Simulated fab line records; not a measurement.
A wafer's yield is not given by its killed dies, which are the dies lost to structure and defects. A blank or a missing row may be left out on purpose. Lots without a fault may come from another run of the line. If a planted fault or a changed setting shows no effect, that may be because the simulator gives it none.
Code-filled problem report in 8D (eight disciplines) form / flow gf180mcu / the parts of the form that need people (team, actions taken, sign-off) are left out

## 1. PROBLEM STATEMENT
On 3 wafers of 1 lot, oes_product_au at GF_HV_LDD_STRIP_22 has a mean of 0.894 a.u.; fault-free wafers read 0.715 a.u., standard deviation 0.0044. Relative to the usual mean, that is a shift of +41 standard deviations.
The step: strips in O2/N2.
First observed at day 14 09:38: wafer L772.1, on plasma_asher-03. The record has a number at this step for 39 wafers belonging to 13 lots. Rule for "out" (also "out of limits"): further than 4 standard deviations from the usual mean. Any other wafer with a number is counted as sound.

## 2. WHAT IT IS; WHAT IT IS NOT
question=which readings at this step | is=oes_product_au | is not=drypump_motor_current_A, heater_power_w, n2_flow_sccm, platen_temp_c
question=which lots | is=L772 | is not=L762, L766, L767, L768, L769, L770, L771, L780, L781, L782, L783, L784
question=which wafers of those lots | is=all that have a number | is not=-
question=read on which tools | is=plasma_asher-03 | is not=plasma_asher-01, plasma_asher-04
question=when | is=from day 14 09:38 | is not=up to then (21 sound wafers); but 15 sound wafers of L780, L781, L782, L783, L784 came after

## 3. THE SUSPECTS, EACH WITH WHAT RULES IT OUT
Counting: a tool stays on the suspect list if, at a process step up to the reading, it processed all lots that are out and no sound lot following the first of them.
- plasma_asher-03 at GF_HV_LDD_STRIP_22 (strips in O2/N2): ruled out as a lasting fault. After its first lot that is out, L772 (day 14 09:38), sound lots L780, L781, L782, L783, L784 ran on it.
Left after counting: nothing in the record.

## 4. THE CAUSE (what the simulator had put in)
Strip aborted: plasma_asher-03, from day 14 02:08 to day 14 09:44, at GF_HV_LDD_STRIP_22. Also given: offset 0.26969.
Counting ruled it out, wrongly.

## 5. SEQUENCE OF EFFECTS, ordered by route
Each row: a reading whose mean over the struck wafers that have a number lies more than 3 standard deviations from the usual. Readings are gone through only where the record gives a usual standard deviation; hours: the median, over the lots, of the time from a lot's start at the first step in this table giving one to that lot's start at this step; sigmas: the change measured in usual standard deviations.
hours=0; step=GF_HV_LDD_STRIP_22; reading=oes_product_au; usual=0.715 a.u.; on struck wafers=0.894; change=+0.179; sigmas=+41
Here are the process steps it includes:
- GF_HV_LDD_STRIP_22: strips in O2/N2.
Readings that are blank on the struck wafers while sound wafers have them: strip_time_to_endpoint_s at GF_HV_LDD_STRIP_22.

## 6. WHAT WOULD HAVE CAUGHT IT SOONER
In this record no reading fell out of limits until day 14 09:38, 8 hours after the fault had begun at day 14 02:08.
